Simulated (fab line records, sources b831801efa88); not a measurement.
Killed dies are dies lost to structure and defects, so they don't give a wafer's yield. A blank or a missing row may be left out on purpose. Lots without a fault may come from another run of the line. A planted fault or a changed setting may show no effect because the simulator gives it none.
A struck lot beside a sound one | flow sky130 | 14 steps out of a route of 708
Sound: wafers L151.2, L151.3, L151.6. Struck: wafers L139.2, L139.4, L139.5. The cause comes at the end.
At each step with rows: each side's tool, then ch and its chambers, then its first start. Under that, the readings that differ: sound wafers | struck wafers | difference of the means | sigmas: that difference in standard deviations of wafers without a fault.
alike: readings whose means differ by less than 2 such deviations, and words and numbers that are the same on both sides. not compared: withheld readings, readings that some wafer has no value for, bounds like >300 that may hide the same value, and numbers for which the record gives no deviation and whose values overlap.
The two part at a step that has a row with sigmas, a row that says differs or no value, or rows on one side only. Numbers that don't overlap but have no deviation are shown without sigmas and don't part them. A reading that every wafer of one side lacks parts them only if that side has two wafers or more.

first, 4 steps without rows for these wafers: SKY_VIA2_STRIP_17 (strips in post etch residue remover, time 1200 s); SKY_VIA2_CLEAN_18 (cleans in IPA, time 180 s); SKY_VIA2_CLEAN_19 (cleans in O3/DIW); SKY_VIA2_SPUTTER_20 (material TiN, target thk 20 nm, time 80 s).
SKY_VIA2_CVD_21: deposits W, target thk 420 nm, time 126.4 s.
  sound on cvd_w-02 ch 0,1, day 42 01:11; struck on cvd_w-02 ch 0,1, day 38 14:29
  alike: heater_power_w
SKY_VIA2_RS_MEAS_22: measures by four-point-probe.
  sound on film_metro-04, day 42 01:20; struck on film_metro-01, day 38 14:38
  alike: VIA2_W_RS
SKY_VIA2_THK_MEAS_23: measures by xrf.
  sound on film_metro-04, day 42 01:27; struck on film_metro-01, day 38 14:45
  reading         | sound       | struck      | difference | sigmas
  VIA2_W_THK (nm) | 420 421 418 | 407 408 402 | -14        | -2
then, 1 step without rows for these wafers: SKY_VIA2_CMP_24 (polishes, stops on SiO2, t overpolish 20 s, target thk 0 nm).
SKY_METAL3_SPUTTER_00: material Ti, target thk 15 nm, time 10 s.
  sound on pvd_sputter-03, day 42 01:48; struck on pvd_sputter-04, day 38 15:06
  alike: cathode_dc_power_W, throttle_valve_pct
SKY_METAL3_SPUTTER_01: material TiN, target thk 20 nm, time 16.7 s.
  sound on pvd_sputter-03, day 42 01:49; struck on pvd_sputter-04, day 38 15:07
  alike: cathode_dc_power_W, throttle_valve_pct
then, 1 step without rows for these wafers: SKY_METAL3_SPUTTER_02 (material AlCu, target thk 735 nm, time 39.1 s).
SKY_METAL3_SPUTTER_03: material Ti, target thk 5 nm, time 3.3 s.
  sound on pvd_sputter-03, day 42 01:53; struck on pvd_sputter-04, day 38 15:11
  alike: cathode_dc_power_W, throttle_valve_pct
SKY_METAL3_SPUTTER_04: material TiN, target thk 70 nm, time 58.3 s.
  sound on pvd_sputter-03, day 42 01:54; struck on pvd_sputter-04, day 38 15:13
  reading                                    | sound                | struck               | difference | sigmas
  cathode_dc_power_W (W)                     | 6499.9 6499.9 6497.7 | 5557.7 5557.8 5557.7 | -941.4     | -99 or more
  model.TiN_of_METAL3_SPUTTER_04.thk_nm (nm) | 69.29 70.15 69.77    | 60.77 60.64 60.42    | -9.13      |
  alike: throttle_valve_pct
SKY_CAPM_CVD_00: deposits SiO2, target thk 15.5 nm.
  sound on pecvd-04 ch 0,1, day 42 01:57; struck on pecvd-03 ch 0,1, day 38 15:16
  reading            | sound             | struck            | difference | sigmas
  rf_fwd_power_W (W) | 443.2 443.2 441.9 | 437.2 438.9 436.5 | -5.2       | -3
  alike: heater_power_w

WHERE THEY PART
First at SKY_VIA2_THK_MEAS_23; last, within this record, at SKY_CAPM_CVD_00.

WHY: what the simulator had put in
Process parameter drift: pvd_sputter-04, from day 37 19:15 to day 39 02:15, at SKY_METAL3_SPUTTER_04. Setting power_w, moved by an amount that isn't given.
